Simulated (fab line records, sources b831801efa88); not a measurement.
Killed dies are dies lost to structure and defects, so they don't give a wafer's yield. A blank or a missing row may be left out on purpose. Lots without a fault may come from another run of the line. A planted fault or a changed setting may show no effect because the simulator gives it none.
Which tool did it? | flow sky130 | 13 lots, 39 wafers sampled, at 3 steps of a route of 708

WHAT THE GAUGES READ, wafer by wafer
SKY_LI_CONTACT_THK_MEAS_01.
lot  | measured     | on            | LI_CONTACT_HDPCVD_THK (nm)
L827 | day 27 22:46 | film_metro-04 | 979 962 970
L828 | day 28 10:05 | film_metro-04 | 964 960 976
L829 | day 28 18:55 | film_metro-02 | 972 973 962
L830 | day 29 07:07 | film_metro-03 | 952 965 979
L831 | day 29 14:34 | film_metro-03 | 967 958 987
L832 | day 30 11:49 | film_metro-02 | 955 967 953
L834 | day 30 14:54 | film_metro-02 | 972 971 992
L839 | day 32 14:17 | film_metro-02 | 982 948 963
L843 | day 33 21:28 | film_metro-02 | 970 952 954
L845 | day 34 02:14 | film_metro-03 | 962 969 979
L846 | day 34 08:29 | film_metro-03 | 979 961 967
L847 | day 34 13:51 | film_metro-03 | 987 984 966
L849 | day 35 07:23 | film_metro-03 | 962 952 965

SKY_LI_CONTACT_THK_MEAS_23: measures by xrf.
lot  | measured     | on            | LI_CONTACT_W_THK (nm)
L827 | day 29 04:08 | film_metro-04 | 395 400 400
L828 | day 29 15:23 | film_metro-04 | 406 394 389
L829 | day 30 00:01 | film_metro-04 | 396 397 389
L830 | day 30 11:59 | film_metro-03 | 399 382 398
L831 | day 30 19:28 | film_metro-04 | 390 400 399
L832 | day 31 16:26 | film_metro-02 | 398 384 386
L834 | day 31 19:45 | film_metro-02 | 384 384 397
L839 | day 33 18:03 | film_metro-02 | 389 410 390
L843 | day 35 01:34 | film_metro-03 | 407 396 405
L845 | day 35 06:25 | film_metro-02 | 393 389 399
L846 | day 35 13:00 | film_metro-04 | 414 402 413
L847 | day 35 17:45 | film_metro-02 | 409 393 397
L849 | day 36 10:12 | film_metro-04 | 401 401 403

WHICH TOOL RAN EACH LOT (tool, then ch and the chambers of the sampled wafers, then the start)
lot  | SKY_LI_CONTACT_ETCH_14
L827 | rie_diel-04 ch 0,1,2, day 29 03:19
L828 | rie_diel-03 ch 1,2, day 29 14:34
L829 | rie_diel-01 ch 1,2,3, day 29 23:13
L830 | rie_diel-01 ch 1,2,3, day 30 11:04
L831 | rie_diel-01 ch 1,2,3, day 30 18:38
L832 | rie_diel-03 ch 1,2,3, day 31 15:37
L834 | rie_diel-01 ch 0,1,2, day 31 18:55
L839 | rie_diel-04 ch 0,1,3, day 33 17:15
L843 | rie_diel-04 ch 0,2,3, day 35 00:45
L845 | rie_diel-03 ch 0,1,3, day 35 05:34
L846 | rie_diel-03 ch 1,2,3, day 35 12:01
L847 | rie_diel-04 ch 0,2,3, day 35 16:57
L849 | rie_diel-04 ch 0,1,2, day 36 09:24
- SKY_LI_CONTACT_ETCH_14: etches BARC in N2/H2, stops on SiO2, time 45.9 s, target depth 60 nm.

WHAT THE TOOLS THEMSELVES READ (means of the sampled wafers that have a number; where no wafer has one, the mark that the record gives instead)
SKY_LI_CONTACT_ETCH_14.
lot  | tool        | drypump_motor_current_A (A) | oes_product_au (a.u.) | throttle_valve_pct (%)
L827 | rie_diel-04 | 5.63                        | 0.852                 | 13.224
L828 | rie_diel-03 | 5.83                        | 0.854                 | 13.221
L829 | rie_diel-01 | 5.87                        | 0.862                 | 13.212
L830 | rie_diel-01 | 5.87                        | 0.852                 | 13.232
L831 | rie_diel-01 | 5.87                        | 0.856                 | 13.223
L832 | rie_diel-03 | 5.66                        | 0.856                 | 13.222
L834 | rie_diel-01 | 5.79                        | 0.853                 | 13.235
L839 | rie_diel-04 | 5.68                        | 0.852                 | 13.228
L843 | rie_diel-04 | 5.62                        | 0.856                 | 13.210
L845 | rie_diel-03 | 5.42                        | 0.852                 | 13.224
L846 | rie_diel-03 | 5.65                        | 0.857                 | 13.221
L847 | rie_diel-04 | 5.63                        | 0.853                 | 13.231
L849 | rie_diel-04 | 5.63                        | 0.854                 | 13.214

THE ANSWER, worked out from the rows above alone
Rule: what is usual is taken from the lots themselves. Put in order of their means at a reading, lots are off if they are a third of the lots or fewer, leave a main group of 4 or more, and stand apart from it by a gap of 3 or more times the standard deviation of the main group's means; of several such gaps the widest counts. A main group whose means are all the same, to the digits that the tables above print for the reading, isn't used. A lot without any number at a reading at which 4 lots or more have one is off too. The other lots that the step has rows for count as sound. The gauges are gone through in route order, then the tools' own readings, and for those a lot's mean is taken as printed above. The first step at which some lot is off is used, and at that step the reading that is off furthest; a lot without a number counts as furthest.
No lot is off at any reading shown: from this, nothing can be told.

WHAT THE SIMULATOR HAD PUT IN
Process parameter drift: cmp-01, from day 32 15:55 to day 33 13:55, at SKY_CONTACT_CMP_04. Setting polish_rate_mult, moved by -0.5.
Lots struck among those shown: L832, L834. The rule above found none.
